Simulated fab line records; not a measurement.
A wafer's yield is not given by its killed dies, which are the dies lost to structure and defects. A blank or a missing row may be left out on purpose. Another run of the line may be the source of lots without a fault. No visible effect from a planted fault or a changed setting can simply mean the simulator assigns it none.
fab line records	flow sky130
record lots=24	wafers=72	lastDay=50
route steps=708 shown SONOS_ONO@185 RES_XHIGH@341 SD_N@356 LI_CONTACT@381 LOCAL_INTERCONNECT@389
lots with no fault: from the same line, run without faults
startH: start of the lot's first displayed wafer, in hours after the record's first day	waitH: hours from the lot's prior step to this one	" same as the row above	L1.1+2: several wafers, shown together as one row	- value missing, or start not given	* or withheld: withheld	< > ~ a bound
route shown NAME@n: a module of which the file shows steps, and the number in the route of the first	usual: mean/standard deviation taken from wafers without a fault	same: alike in all rows	chamber/n: place in a boat	sites: per-site readings	_std_site: how widely they spread, as a standard deviation	_edge_site: inner sites' mean taken away from outer sites' mean	radiusMm: for every site, how far away it sits from the centre of the wafer	mask NAME#n: copy n	behind: the most recent tool/chamber to have shaped the wafer	hold: cause of the lot's hold/its duration in hours/its outcome	device: which transistor (n, p or np) failed to switch	end of line: at the end of the route, the tests of the same wafers	a step given without rows: its recipe and nothing more	killed: dies that structure and defects cost at the first sort, which is not the same as the wafer's yield	map: shows each die of a wafer: x if killed, . if not, _ if none is there
set.NAME: the setting the step ran with; set.NAME@STEP: the setting that earlier step ran with	model.NAME: the simulator's own value behind a step, which no gauge read
the route's steps for a sample of lots (tables are steps, rows are wafers)
services: the hour from which a tool's chamber was out of use, counted from the record's first day as startH (under 0 if before that day), plus the number of hours and why
## steps
# step SKY_SONOS_ONO_STRIP_17
# recipe chemistry=O2/N2	powerW=1400	pressureMtorr=1500	platenTempC=withheld	o2FlowSccm=3000	n2FlowSccm=300	overashFraction=0.5
# usual chamberPressureMTorr=1500.1/1.4	drypumpMotorCurrentA=5.5/0.39	oesProductAu=0.710/0.0045	stripTimeToEndpointS=14.09/0.044
lot.wafer	tool	chamber	startH	waitH	chamberPressureMTorr	drypumpMotorCurrentA	oesProductAu	rfHoursCounterH	stripTimeToEndpointS
L074.1	plasmaAsher-03	0	289.89	0.0	1500.7	4.8	0.707	16	14.07
L074.2	"	1	"	"	1500.0	5.0	0.714	16	14.05
L074.6	"	0	"	"	1499.3	4.9	0.702	-	14.09
L075.1	plasmaAsher-02	1	290.00	0.0	1499.4	5.5	0.707	62	14.07
L075.2	"	0	"	"	1497.6	6.1	0.711	62	14.07
L075.6	"	0	"	"	1500.4	6.1	0.710	-	14.05
L076.1	plasmaAsher-03	0	290.18	0.0	1499.6	4.8	0.709	16	14.08
L076.3	"	0	"	"	1499.3	4.8	0.709	-	14.08
L076.5	"	1	"	"	1501.2	5.0	0.703	-	14.12
L078.1	plasmaAsher-03	0	298.64	0.0	1501.5	4.8	0.706	17	14.11
L078.3	"	1	"	"	1502.0	5.0	0.711	-	14.08
L078.5	"	1	"	"	1499.6	5.0	0.708	-	14.03
L077.2	plasmaAsher-02	1	299.47	0.0	1500.7	5.5	0.708	63	14.06
L077.4	"	1	"	"	1496.3	5.5	0.711	-	14.05
L077.5	"	0	"	"	1503.0	6.1	0.710	-	14.05
L079.1	plasmaAsher-04	0	314.33	0.0	1499.9	5.6	0.708	62	14.11
L079.2	"	1	"	"	1498.6	5.7	0.706	62	14.12
L079.3	"	0	"	"	1500.3	5.6	0.716	-	14.13
L080.1	plasmaAsher-04	0	319.83	0.0	1501.0	5.7	0.716	63	14.14
L080.4	"	0	"	"	1499.3	5.6	0.698	-	14.06
L080.6	"	0	"	"	1500.5	5.6	0.708	-	14.10
L081.2	plasmaAsher-04	1	329.62	0.0	1500.5	5.7	0.713	64	14.05
L081.4	"	0	"	"	1499.5	5.6	0.715	-	14.10
L081.5	"	0	"	"	1500.9	5.6	0.719	-	14.07
L082.4	plasmaAsher-04	0	334.06	0.0	1501.1	5.6	0.720	-	14.04
L082.5	"	0	"	"	1499.0	5.6	0.711	-	14.06
L082.6	"	1	"	"	1498.0	5.7	0.709	-	14.04
L083.2	plasmaAsher-02	0	341.48	0.0	1499.5	6.1	0.715	67	14.09
L083.3	"	1	"	"	1500.9	5.5	0.722	-	14.10
L083.4	"	0	"	"	1499.2	6.1	0.709	-	14.12
L084.1	plasmaAsher-02	0	356.83	0.0	1501.0	6.1	0.708	68	14.09
L084.4	"	1	"	"	1501.8	5.5	0.708	-	14.09
L084.6	"	0	"	"	1499.4	6.1	0.716	-	14.13
L085.1	plasmaAsher-04	1	362.03	0.0	1497.5	5.7	0.710	66	14.14
L085.3	"	0	"	"	1501.3	5.6	0.714	-	14.08
L085.6	"	1	"	"	1497.4	5.7	0.708	-	14.14
L086.1	plasmaAsher-02	0	371.38	0.0	1500.7	6.1	0.712	70	14.15
L086.2	"	1	"	"	1496.5	5.5	0.709	70	14.15
L086.6	"	0	"	"	1500.0	6.1	0.713	-	14.10
L087.1	plasmaAsher-04	0	375.28	0.0	1498.4	5.7	0.706	68	14.08
L087.5	"	0	"	"	1499.2	5.7	0.718	-	14.05
L087.6	"	1	"	"	1500.4	5.7	0.709	-	14.11
L088.2	plasmaAsher-04	1	391.63	0.0	1499.4	5.7	0.714	70	14.13
L088.4	"	0	"	"	1499.5	5.6	0.711	-	14.17
L088.5	"	1	"	"	1501.1	5.8	0.709	-	14.13
L089.2	plasmaAsher-02	0	396.63	0.0	1501.2	6.1	0.715	73	14.07
L089.3	"	1	"	"	1499.2	5.5	0.715	-	14.06
L089.5	"	0	"	"	1500.6	6.1	0.710	-	14.07
L090.4	plasmaAsher-03	1	405.96	0.0	1499.1	5.0	0.706	-	14.02
L090.5	"	0	"	"	1500.8	4.8	0.714	-	14.03
L090.6	"	1	"	"	1496.9	5.0	0.706	-	14.05
L091.2	plasmaAsher-04	0	415.53	0.0	1500.4	5.7	0.708	72	14.18
L091.3	"	0	"	"	1500.1	5.6	0.707	-	14.18
L091.6	"	1	"	"	1497.4	5.7	0.712	-	14.18
L092.1	plasmaAsher-03	0	421.54	0.0	1502.7	4.8	0.710	28	14.05
L092.2	"	1	"	"	1500.7	5.0	0.709	28	14.11
L092.6	"	0	"	"	1499.4	4.8	0.717	-	14.06
L093.1	plasmaAsher-04	0	430.12	0.0	1501.7	5.6	0.713	74	14.18
L093.4	"	1	"	"	1500.5	5.7	0.718	-	14.16
L093.5	"	0	"	"	1499.9	5.6	0.711	-	14.16
L094.1	plasmaAsher-03	1	434.23	0.0	1498.3	5.0	0.705	29	14.05
L094.3	"	0	"	"	1500.0	4.8	0.713	-	14.07
L094.6	"	0	"	"	1501.3	4.8	0.710	-	14.09
L095.1	plasmaAsher-04	0	441.57	0.0	1499.3	5.7	0.712	75	14.04
L095.5	"	0	"	"	1500.7	5.6	0.711	-	14.07
L095.6	"	1	"	"	1503.1	5.7	0.712	-	14.05
L096.2	plasmaAsher-04	0	459.93	0.0	1500.9	5.6	0.706	76	14.06
L096.4	"	1	"	"	1500.0	5.7	0.706	-	14.10
L096.6	"	0	"	"	1499.3	5.6	0.715	-	14.07
L097.3	plasmaAsher-04	1	482.75	0.0	1501.1	5.7	0.708	-	14.06
L097.4	"	0	"	"	1502.5	5.6	0.714	-	14.06
L097.5	"	0	"	"	1500.5	5.6	0.710	-	14.08
# step SKY_RES_XHIGH_TW_MEAS_09
# usual RES_XHIGH_TW=1647/10
lot.wafer	tool	chamber	startH	waitH	RES_XHIGH_TW
L074.1	filmMetro-02	-	622.07	0.1	1650
L074.2	"	-	"	"	1654
L074.6	"	-	"	"	1655
L075.1	filmMetro-01	-	627.21	0.1	1637
L075.2	"	-	"	"	1644
L075.6	"	-	"	"	1635
L076.1	filmMetro-01	-	629.51	0.1	1638
L076.3	"	-	"	"	1631
L076.5	"	-	"	"	1636
L078.1	filmMetro-02	-	633.32	0.1	1664
L078.3	"	-	"	"	1669
L078.5	"	-	"	"	1656
L077.2	filmMetro-02	-	644.82	0.1	1666
L077.4	"	-	"	"	1657
L077.5	"	-	"	"	1654
L079.1	filmMetro-02	-	649.52	0.1	1649
L079.2	"	-	"	"	1646
L079.3	"	-	"	"	1652
L080.1	filmMetro-02	-	659.12	0.1	1652
L080.4	"	-	"	"	1655
L080.6	"	-	"	"	1648
L081.2	filmMetro-02	-	680.03	0.1	1653
L081.4	"	-	"	"	1663
L081.5	"	-	"	"	1651
L082.4	filmMetro-01	-	681.39	0.1	1631
L082.5	"	-	"	"	1627
L082.6	"	-	"	"	1627
L083.2	filmMetro-03	-	684.13	0.1	1656
L083.3	"	-	"	"	1653
L083.4	"	-	"	"	1643
L084.1	filmMetro-02	-	693.92	0.1	1658
L084.4	"	-	"	"	1652
L084.6	"	-	"	"	1651
L085.1	filmMetro-01	-	699.77	0.1	1627
L085.3	"	-	"	"	1630
L085.6	"	-	"	"	1633
L086.1	filmMetro-01	-	707.32	0.1	1635
L086.2	"	-	"	"	1639
L086.6	"	-	"	"	1636
L087.1	filmMetro-03	-	716.36	0.1	1651
L087.5	"	-	"	"	1652
L087.6	"	-	"	"	1649
L088.2	filmMetro-03	-	730.62	0.1	1637
L088.4	"	-	"	"	1640
L088.5	"	-	"	"	1640
L089.2	filmMetro-02	-	736.68	0.1	1654
L089.3	"	-	"	"	1662
L089.5	"	-	"	"	1645
L090.4	filmMetro-01	-	745.25	0.1	1652
L090.5	"	-	"	"	1638
L090.6	"	-	"	"	1645
L091.2	filmMetro-02	-	756.57	0.1	1635
L091.3	"	-	"	"	1634
L091.6	"	-	"	"	1643
L092.1	filmMetro-01	-	758.42	0.1	1647
L092.2	"	-	"	"	1657
L092.6	"	-	"	"	1649
L093.1	filmMetro-03	-	766.92	0.1	1650
L093.4	"	-	"	"	1652
L093.5	"	-	"	"	1645
L094.1	filmMetro-02	-	769.52	0.1	1652
L094.3	"	-	"	"	1645
L094.6	"	-	"	"	1649
L095.1	filmMetro-01	-	781.17	0.1	1643
L095.5	"	-	"	"	1649
L095.6	"	-	"	"	1648
L096.2	filmMetro-02	-	788.32	0.1	1645
L096.4	"	-	"	"	1659
L096.6	"	-	"	"	1644
L097.3	filmMetro-02	-	804.98	0.1	1649
L097.4	"	-	"	"	1657
L097.5	"	-	"	"	1657
# step SKY_SD_N_RTA_14
# recipe tempC=1075	timeS=2	idleTempC=650	rampUpCPerS=150	rampDownCPerS=90	ambient=N2
# usual lampPowerPct=15.74/0.05	wafer_temp_C_max=1077.8/1.3
lot.wafer	tool	chamber	startH	waitH	lampPowerPct	wafer_temp_C_max
L074.1	rtpAnneal-01	0	651.88	0.0	15.82	1077.9
L074.2	"	0	"	"	15.76	1079.6
L074.6	"	0	"	"	15.74	1079.0
L075.1	rtpAnneal-02	0	655.34	0.0	15.81	1077.0
L075.2	"	0	"	"	15.71	1079.3
L075.6	"	0	"	"	15.75	1079.1
L076.1	rtpAnneal-01	0	659.52	0.0	15.67	1078.0
L076.3	"	0	"	"	15.66	1077.4
L076.5	"	0	"	"	15.77	1077.3
L078.1	rtpAnneal-02	0	661.97	0.0	15.78	1077.1
L078.3	"	0	"	"	15.79	1076.3
L078.5	"	0	"	"	15.72	1078.7
L077.2	rtpAnneal-01	0	674.33	0.0	15.72	1080.5
L077.4	"	0	"	"	15.66	1080.5
L077.5	"	0	"	"	15.74	1075.4
L079.1	rtpAnneal-02	0	678.28	0.0	15.70	1076.9
L079.2	"	0	"	"	15.74	1081.0
L079.3	"	0	"	"	15.76	1078.2
L080.1	rtpAnneal-01	0	688.07	0.0	15.78	1077.1
L080.4	"	0	"	"	15.71	1077.4
L080.6	"	0	"	"	15.87	1076.4
L081.2	rtpAnneal-02	0	708.45	0.0	15.75	1078.2
L081.4	"	0	"	"	15.77	1078.2
L081.5	"	0	"	"	15.68	1078.2
L082.4	rtpAnneal-01	0	709.90	0.0	15.75	1076.9
L082.5	"	0	"	"	15.64	1078.8
L082.6	"	0	"	"	15.81	1080.0
L083.2	rtpAnneal-02	0	712.95	0.0	15.79	1077.8
L083.3	"	0	"	"	15.69	1078.6
L083.4	"	0	"	"	15.69	1078.8
L084.1	rtpAnneal-01	0	721.68	0.0	15.77	1078.3
L084.4	"	0	"	"	15.66	1077.7
L084.6	"	0	"	"	15.75	1078.7
L085.1	rtpAnneal-02	0	728.82	0.0	15.71	1076.0
L085.3	"	0	"	"	15.80	1079.0
L085.6	"	0	"	"	15.75	1079.0
L086.1	rtpAnneal-01	0	735.68	0.0	15.63	1076.7
L086.2	"	0	"	"	15.78	1078.8
L086.6	"	0	"	"	15.70	1078.8
L087.1	rtpAnneal-02	0	744.99	0.0	15.66	1076.0
L087.5	"	0	"	"	15.64	1078.1
L087.6	"	0	"	"	15.84	1076.7
L088.2	rtpAnneal-01	0	758.29	0.0	15.77	1077.6
L088.4	"	0	"	"	15.72	1079.2
L088.5	"	0	"	"	15.76	1076.9
L089.2	rtpAnneal-02	0	763.95	0.0	15.76	1076.6
L089.3	"	0	"	"	15.77	1078.1
L089.5	"	0	"	"	15.75	1077.6
L090.4	rtpAnneal-01	0	772.11	0.0	15.71	1077.7
L090.5	"	0	"	"	15.79	1077.4
L090.6	"	0	"	"	15.83	1078.8
L091.2	rtpAnneal-02	0	783.04	0.0	15.62	1078.6
L091.3	"	0	"	"	15.71	1077.9
L091.6	"	0	"	"	15.75	1078.7
L092.1	rtpAnneal-01	0	784.62	0.0	15.73	1077.5
L092.2	"	0	"	"	15.75	1076.6
L092.6	"	0	"	"	15.69	1076.0
L093.1	rtpAnneal-02	0	793.83	0.0	15.75	1078.4
L093.4	"	0	"	"	15.75	1076.1
L093.5	"	0	"	"	15.70	1078.4
L094.1	rtpAnneal-01	0	796.39	0.0	15.74	1076.6
L094.3	"	0	"	"	15.78	1075.5
L094.6	"	0	"	"	15.65	1078.9
L095.1	rtpAnneal-02	0	807.89	0.0	15.72	1079.7
L095.5	"	0	"	"	15.71	1077.3
L095.6	"	0	"	"	15.71	1077.2
L096.2	rtpAnneal-01	0	814.78	0.0	15.83	1077.2
L096.4	"	0	"	"	15.79	1077.3
L096.6	"	0	"	"	15.77	1077.4
L097.3	rtpAnneal-02	0	831.79	0.0	15.76	1076.8
L097.4	"	0	"	"	15.67	1077.7
L097.5	"	0	"	"	15.78	1078.3
# step SKY_LI_CONTACT_SPUTTER_19
# recipe material=Ti	targetThkNm=20	chamberPressurePa=5	powerW=2500	substrateTempC=200	timeS=106.37
# usual cathodeDcPowerW=2500.0/0.46	throttleValvePct=30.1/1.1
lot.wafer	tool	chamber	startH	waitH	cathodeDcPowerW	throttleValvePct
L074.1	pvdSputter-02	-	682.00	0.0	2499.5	32.2
L074.2	"	-	"	"	2499.4	30.0
L074.6	"	-	"	"	2500.8	28.7
L075.1	pvdSputter-03	-	685.23	0.0	2499.7	31.0
L075.2	"	-	"	"	2500.0	29.5
L075.6	"	-	"	"	2500.0	31.8
L076.1	pvdSputter-04	-	689.45	0.0	2500.2	29.0
L076.3	"	-	"	"	2500.2	29.5
L076.5	"	-	"	"	2499.4	31.0
L078.1	pvdSputter-03	-	691.23	0.0	2500.7	30.8
L078.3	"	-	"	"	2500.3	29.1
L078.5	"	-	"	"	2500.4	29.2
L077.2	pvdSputter-04	-	704.10	0.0	2499.9	30.9
L077.4	"	-	"	"	2500.2	31.3
L077.5	"	-	"	"	2499.4	29.2
L079.1	pvdSputter-03	-	708.02	0.0	2500.5	29.4
L079.2	"	-	"	"	2500.7	30.8
L079.3	"	-	"	"	2500.3	31.8
L080.1	pvdSputter-04	-	717.04	0.0	2499.3	30.7
L080.4	"	-	"	"	2499.4	29.0
L080.6	"	-	"	"	2499.6	29.1
L081.2	pvdSputter-04	-	737.76	0.0	2499.6	29.1
L081.4	"	-	"	"	2499.6	29.3
L081.5	"	-	"	"	2500.5	29.1
L082.4	pvdSputter-04	-	738.58	0.0	2499.8	29.3
L082.5	"	-	"	"	2500.6	31.3
L082.6	"	-	"	"	2499.6	29.1
L083.2	pvdSputter-04	-	742.23	0.0	2499.8	29.3
L083.3	"	-	"	"	2500.6	31.3
L083.4	"	-	"	"	2500.4	30.5
L084.1	pvdSputter-02	-	749.68	0.0	2499.5	29.5
L084.4	"	-	"	"	2498.9	30.1
L084.6	"	-	"	"	2499.6	28.4
L085.1	pvdSputter-03	-	757.59	0.0	2500.3	28.9
L085.3	"	-	"	"	2500.6	30.5
L085.6	"	-	"	"	2500.3	30.8
L086.1	pvdSputter-03	-	763.96	0.0	2500.2	30.3
L086.2	"	-	"	"	2499.8	29.2
L086.6	"	-	"	"	2500.4	30.9
L087.1	pvdSputter-02	-	773.93	0.0	2499.6	29.4
L087.5	"	-	"	"	2500.1	32.2
L087.6	"	-	"	"	2500.3	29.9
L088.2	pvdSputter-02	-	785.74	0.0	2499.3	29.6
L088.4	"	-	"	"	2499.4	29.9
L088.5	"	-	"	"	2500.3	28.5
L089.2	pvdSputter-04	-	791.70	0.0	2500.5	31.3
L089.3	"	-	"	"	2499.6	28.9
L089.5	"	-	"	"	2501.1	31.3
L090.4	pvdSputter-03	-	800.38	0.0	2499.7	29.2
L090.5	"	-	"	"	2499.9	29.2
L090.6	"	-	"	"	2501.0	31.7
L091.2	pvdSputter-03	-	810.74	0.0	2500.4	29.3
L091.3	"	-	"	"	2499.9	29.4
L091.6	"	-	"	"	2500.7	29.0
L092.1	pvdSputter-03	-	812.08	0.0	2500.7	30.8
L092.2	"	-	"	"	2500.2	29.1
L092.6	"	-	"	"	2499.9	29.6
L093.1	pvdSputter-04	-	821.68	0.0	2499.5	28.9
L093.4	"	-	"	"	2499.7	31.0
L093.5	"	-	"	"	2500.3	30.5
L094.1	pvdSputter-03	-	824.83	0.0	2500.6	31.8
L094.3	"	-	"	"	2500.1	29.1
L094.6	"	-	"	"	2500.4	30.8
L095.1	pvdSputter-02	-	835.46	0.0	2500.3	32.3
L095.5	"	-	"	"	2499.4	29.4
L095.6	"	-	"	"	2499.8	30.1
L096.2	pvdSputter-04	-	842.36	0.0	2499.9	29.1
L096.4	"	-	"	"	2500.6	29.1
L096.6	"	-	"	"	2500.1	30.6
L097.3	pvdSputter-04	-	858.75	0.0	2500.5	30.6
L097.4	"	-	"	"	2500.3	31.2
L097.5	"	-	"	"	2500.8	30.8
# step SKY_LI_CONTACT_CMP_24
# recipe stopOn=PSG	tOverpolishS=20	downForcePsi=3.5	platenRpm=60	targetThkNm=0	padVelocityMS=0.94248
# usual edgeZonePressureFrac=1.000/0.0049	motorCurrentA=11.8/0.98	overpolishRunS=20.002/0.0091	timeToEndpointS=98/4.4
lot.wafer	tool	chamber	startH	waitH	edgeZonePressureFrac	motorCurrentA	overpolishRunS	timeToEndpointS
L074.1	cmp-01	2	682.49	0.1	1.008	13.3	20.024	95
L074.2	"	0	"	"	0.991	9.7	19.998	99
L074.6	"	2	"	"	1.003	12.6	20.001	99
L075.2	cmp-02	1	685.73	0.1	1.006	12.3	20.000	96
L075.1	"	3	"	"	1.002	14.1	20.006	101
L075.6	"	0	"	"	0.996	11.4	19.983	92
L076.3	cmp-02	1	689.94	0.1	0.998	12.1	19.999	100
L076.1	"	3	"	"	0.999	12.5	20.021	106
L076.5	"	0	"	"	1.001	11.8	19.989	101
L078.3	cmp-01	3	691.68	0.0	0.995	11.0	20.015	101
L078.1	"	0	"	"	1.001	10.4	20.001	97
L078.5	"	0	"	"	0.996	10.2	20.000	96
L077.2	cmp-01	0	704.54	0.0	0.999	9.7	19.993	102
L077.4	"	2	"	"	0.995	12.1	19.993	97
L077.5	"	1	"	"	1.001	11.6	19.994	97
L079.2	cmp-01	1	708.51	0.1	0.996	12.1	20.008	95
L079.1	"	2	"	"	1.006	12.8	20.009	94
L079.3	"	3	"	"	0.992	10.8	19.992	105
L080.1	cmp-01	3	717.58	0.1	1.006	10.8	20.009	105
L080.4	"	0	"	"	0.987	10.2	20.002	99
L080.6	"	2	"	"	1.005	12.7	20.007	101
L081.4	cmp-01	2	738.20	0.0	1.005	13.6	19.988	94
L081.2	"	0	"	"	1.001	9.4	19.993	99
L081.5	"	2	"	"	1.000	13.0	19.999	96
L082.4	cmp-02	1	739.03	0.0	1.003	12.0	20.014	95
L082.5	"	1	"	"	1.009	11.9	20.002	96
L082.6	"	2	"	"	0.999	12.1	20.003	94
L083.3	cmp-01	1	742.68	0.0	1.004	11.2	20.000	91
L083.2	"	2	"	"	1.001	12.5	20.018	91
L083.4	"	0	"	"	1.004	10.5	19.994	94
L084.1	cmp-01	2	750.13	0.1	1.002	13.0	19.998	96
L084.4	"	1	"	"	0.997	11.3	19.999	96
L084.6	"	3	"	"	1.000	10.8	20.008	97
L085.1	cmp-02	0	758.03	0.1	1.001	10.7	19.994	100
L085.3	"	3	"	"	1.003	13.3	20.006	103
L085.6	"	0	"	"	0.999	11.3	20.000	94
L086.1	cmp-02	2	764.40	0.1	1.003	12.2	19.993	87
L086.2	"	0	"	"	0.993	11.1	20.017	98
L086.6	"	2	"	"	1.006	12.6	20.009	91
L087.1	cmp-01	1	774.43	0.1	0.994	11.6	20.012	102
L087.6	"	0	"	"	0.996	10.2	20.007	103
L087.5	"	1	"	"	0.992	11.7	20.020	97
L088.2	cmp-01	0	786.18	0.0	1.005	10.0	19.986	98
L088.4	"	2	"	"	1.001	13.0	20.014	98
L088.5	"	1	"	"	1.000	11.5	20.002	95
L089.3	cmp-02	2	792.20	0.1	1.005	11.8	19.993	89
L089.2	"	0	"	"	1.006	10.9	19.991	97
L089.5	"	2	"	"	1.011	12.3	19.996	91
L090.4	cmp-02	0	800.98	0.2	1.000	11.6	20.006	103
L090.6	"	1	"	"	1.002	11.8	20.017	100
L090.5	"	2	"	"	0.999	11.9	20.008	96
L091.3	cmp-02	3	811.18	0.0	0.998	14.1	20.006	109
L091.2	"	2	"	"	0.993	12.0	19.995	95
L091.6	"	0	"	"	1.004	11.1	20.000	98
L092.2	cmp-02	1	812.58	0.1	1.001	12.0	19.986	99
L092.1	"	3	"	"	1.007	12.9	20.001	108
L092.6	"	1	"	"	1.003	12.1	19.995	103
L093.1	cmp-02	0	822.18	0.1	1.003	10.9	20.014	103
L093.4	"	2	"	"	0.995	12.1	19.986	94
L093.5	"	0	"	"	1.008	11.6	19.997	101
L094.3	cmp-02	1	825.33	0.1	1.002	12.6	20.012	99
L094.1	"	3	"	"	1.001	12.2	19.989	100
L094.6	"	0	"	"	1.002	11.7	19.988	99
L095.1	cmp-02	0	836.00	0.1	0.990	11.4	20.013	102
L095.6	"	2	"	"	0.999	12.0	20.006	99
L095.5	"	3	"	"	0.999	13.3	19.992	106
L096.2	cmp-02	3	842.90	0.1	0.992	13.8	20.007	102
L096.4	"	0	"	"	1.002	11.2	20.012	96
L096.6	"	2	"	"	0.998	11.8	20.020	90
L097.3	cmp-01	2	859.29	0.1	1.006	13.2	20.000	100
L097.4	"	3	"	"	1.005	10.9	20.001	104
L097.5	"	0	"	"	0.999	10.1	20.008	100
# step SKY_LOCAL_INTERCONNECT_THK_MEAS_02
# recipe thkMeasGauge=xrf	reads=TiN_of_LOCAL_INTERCONNECT_SPUTTER_00
# usual LOCAL_INTERCONNECT_TIN_THK=100.8/1.2
lot.wafer	tool	chamber	startH	waitH	LOCAL_INTERCONNECT_TIN_THK[nm]
L074.1	filmMetro-04	-	682.93	0.1	99.5
L074.2	"	-	"	"	101.2
L074.6	"	-	"	"	100.2
L075.1	filmMetro-04	-	686.16	0.1	102.4
L075.2	"	-	"	"	100.7
L075.6	"	-	"	"	100.8
L076.1	filmMetro-04	-	690.38	0.1	100.2
L076.3	"	-	"	"	100.0
L076.5	"	-	"	"	100.3
L078.1	filmMetro-02	-	692.16	0.1	101.4
L078.3	"	-	"	"	101.6
L078.5	"	-	"	"	101.8
L077.2	filmMetro-04	-	705.04	0.1	98.5
L077.4	"	-	"	"	98.9
L077.5	"	-	"	"	98.6
L079.1	filmMetro-03	-	708.94	0.1	99.0
L079.2	"	-	"	"	100.3
L079.3	"	-	"	"	100.2
L080.1	filmMetro-03	-	717.97	0.1	101.2
L080.4	"	-	"	"	101.7
L080.6	"	-	"	"	101.1
L081.2	filmMetro-03	-	738.69	0.1	100.4
L081.4	"	-	"	"	100.3
L081.5	"	-	"	"	100.5
L082.4	filmMetro-02	-	739.54	0.1	103.6
L082.5	"	-	"	"	103.1
L082.6	"	-	"	"	101.9
L083.2	filmMetro-02	-	743.17	0.1	101.5
L083.3	"	-	"	"	102.6
L083.4	"	-	"	"	101.6
L084.1	filmMetro-03	-	750.61	0.1	100.1
L084.4	"	-	"	"	99.7
L084.6	"	-	"	"	99.2
L085.1	filmMetro-02	-	758.52	0.1	102.2
L085.3	"	-	"	"	99.1
L085.6	"	-	"	"	100.1
L086.1	filmMetro-04	-	764.89	0.1	99.8
L086.2	"	-	"	"	100.4
L086.6	"	-	"	"	100.0
L087.1	filmMetro-03	-	774.86	0.1	100.2
L087.5	"	-	"	"	98.6
L087.6	"	-	"	"	99.2
L088.2	filmMetro-02	-	786.68	0.1	103.2
L088.4	"	-	"	"	102.3
L088.5	"	-	"	"	102.9
L089.2	filmMetro-04	-	792.64	0.1	99.8
L089.3	"	-	"	"	99.2
L089.5	"	-	"	"	99.8
L090.4	filmMetro-03	-	801.34	0.1	102.8
L090.5	"	-	"	"	103.1
L090.6	"	-	"	"	102.7
L091.2	filmMetro-02	-	811.68	0.1	100.6
L091.3	"	-	"	"	101.3
L091.6	"	-	"	"	99.4
L092.1	filmMetro-04	-	813.01	0.1	101.4
L092.2	"	-	"	"	101.2
L092.6	"	-	"	"	100.5
L093.1	filmMetro-02	-	822.61	0.1	100.7
L093.4	"	-	"	"	101.7
L093.5	"	-	"	"	100.7
L094.1	filmMetro-04	-	825.76	0.1	101.0
L094.3	"	-	"	"	100.2
L094.6	"	-	"	"	100.9
L095.1	filmMetro-02	-	836.38	0.1	102.0
L095.5	"	-	"	"	102.4
L095.6	"	-	"	"	102.4
L096.2	filmMetro-03	-	843.29	0.1	101.6
L096.4	"	-	"	"	102.2
L096.6	"	-	"	"	101.3
L097.3	filmMetro-03	-	859.69	0.1	100.3
L097.4	"	-	"	"	100.3
L097.5	"	-	"	"	100.5
## services
tool	chamber	startH	hours	kind
cmp-02	-	291.11	3.2	repair
cmp-01	-	303.68	3.0	repair
cmp-02	-	323.83	1.3	repair
plasmaAsher-04	-	331.88	2.0	repair
plasmaAsher-04	-	339.27	4.0	repair
plasmaAsher-04	-	346.81	2.8	pm
rtpAnneal-01	-	364.21	1.1	pm
cmp-02	-	443.98	0.9	repair
cmp-02	-	473.33	3.5	repair
cmp-02	-	497.20	6.6	pm
cmp-02	-	516.39	0.8	repair
cmp-02	-	535.44	2.5	repair
cmp-02	-	572.00	4.0	pm
rtpAnneal-02	-	584.42	1.3	repair
cmp-02	-	621.44	1.3	repair
cmp-02	-	641.07	0.9	repair
cmp-02	-	670.20	3.0	repair
cmp-02	-	703.43	5.7	repair
plasmaAsher-04	-	733.75	9.0	pm
cmp-02	-	758.67	1.4	repair
cmp-02	-	774.78	0.4	repair
rtpAnneal-01	-	828.18	3.3	pm
plasmaAsher-04	-	844.27	0.9	repair
cmp-02	-	850.23	11.2	repair
## key
fault none
